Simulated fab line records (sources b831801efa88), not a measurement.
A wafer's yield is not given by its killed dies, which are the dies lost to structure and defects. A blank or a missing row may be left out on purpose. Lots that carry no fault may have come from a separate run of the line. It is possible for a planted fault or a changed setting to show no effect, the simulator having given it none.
A single fault, viewed from 2 desks || flow sky130 || numbers are kept per desk, each desk with only its own; the story behind them comes last

## FROM THE METROLOGY DESK
What the gauges read for every lot (on any tool): the sampled wafers with a number, averaged. Marked OUT: a lot whose mean sits more than 4 standard deviations from the usual mean, which makes it out of limits; the brackets give that distance.
Columns: A = NWELL_01_OVL at SKY_NWELL_OVL_MEAS_23, usual -0.2 nm; B = GATE_OXIDE_OVL at SKY_GATE_OXIDE_OVL_MEAS_10, usual -0.7 nm; C = GATE_OXIDE_TW at SKY_GATE_OXIDE_TW_MEAS_14, usual 223.2
{"lot": "L545", "first seen here": "day 5 09:58", "A": 0.4, "B": -1.0, "C": 223.8}
{"lot": "L546", "first seen here": "day 5 22:07", "A": 0.8, "B": 0.3, "C": 224.4}
{"lot": "L548", "first seen here": "day 6 00:46", "A": -2.1, "B": -0.8, "C": 223.5}
{"lot": "L552", "first seen here": "day 7 06:05", "A": -0.9, "B": -2.4, "C": 222.5}
{"lot": "L557", "first seen here": "day 8 08:37", "A": -0.7, "B": 0.1, "C": 220.1}
{"lot": "L558", "first seen here": "day 8 14:19", "A": 1.3, "B": -0.7, "C": 219.9}
{"lot": "L559", "first seen here": "day 9 00:01", "A": -1.9, "B": 0.6, "C": 223.9}
{"lot": "L564", "first seen here": "day 10 06:25", "A": -0.5, "B": -0.6, "C": 225.6}
{"lot": "L563", "first seen here": "day 10 07:26", "A": -0.5, "B": -0.4, "C": 221.8}
{"lot": "L566", "first seen here": "day 10 12:38", "A": -0.3, "B": 0.3, "C": 223.9}
{"lot": "L567", "first seen here": "day 10 22:03", "A": 0.5, "B": -2.2, "C": 222.0}
{"lot": "L568", "first seen here": "day 11 03:43", "A": 1.9, "B": -1.5, "C": 222.7}
This desk found nothing out of limits on any of the 12 lots.

## DESK OF THE TOOL OWNER: rie-diel-01
The tool's own readings at SKY_SONOS_ONO_ETCH_15 (etches the open film in CHF3/O2, target depth 19.52 nm, time 7.8 s): means of the sampled wafers that have a number, for each lot that ran on this tool. Marked OUT: a lot whose mean sits more than 4 standard deviations from the usual mean, which makes it out of limits; the brackets give that distance.
Columns: A = chf3-flow-sccm at SKY_SONOS_ONO_ETCH_15, usual 50.00 sccm; B = drypump-motor-current-A at SKY_SONOS_ONO_ETCH_15, usual 5.7 A; C = oes-product-au at SKY_SONOS_ONO_ETCH_15, usual 0.996 a.u.; D = throttle-valve-pct at SKY_SONOS_ONO_ETCH_15, usual 8.825 %
{"lot": "L546", "first seen here": "day 13 10:26", "A": 50.11, "B": 5.5, "C": 0.983, "D": 8.819}
{"lot": "L557", "first seen here": "day 16 21:25", "A": 50.20, "B": 5.8, "C": 0.999, "D": 8.831}
{"lot": "L558", "first seen here": "day 17 01:26", "A": 49.94, "B": 6.0, "C": 1.000, "D": 8.826}
{"lot": "L564", "first seen here": "day 19 10:20", "A": 49.93, "B": 5.7, "C": 0.984, "D": 8.818}
{"lot": "L563", "first seen here": "day 19 14:50", "A": 50.01, "B": 5.8, "C": 0.993, "D": 8.820}
{"lot": "L567", "first seen here": "day 20 08:49", "A": 49.93, "B": 5.9, "C": 0.999, "D": 8.825}
This desk found nothing out of limits on any of the 6 lots.

## BROUGHT TOGETHER
The metrology desk saw nothing out of limits.
The tool owner's desk saw nothing out of limits.

## WHAT HAD BEEN PUT IN BY THE SIMULATOR
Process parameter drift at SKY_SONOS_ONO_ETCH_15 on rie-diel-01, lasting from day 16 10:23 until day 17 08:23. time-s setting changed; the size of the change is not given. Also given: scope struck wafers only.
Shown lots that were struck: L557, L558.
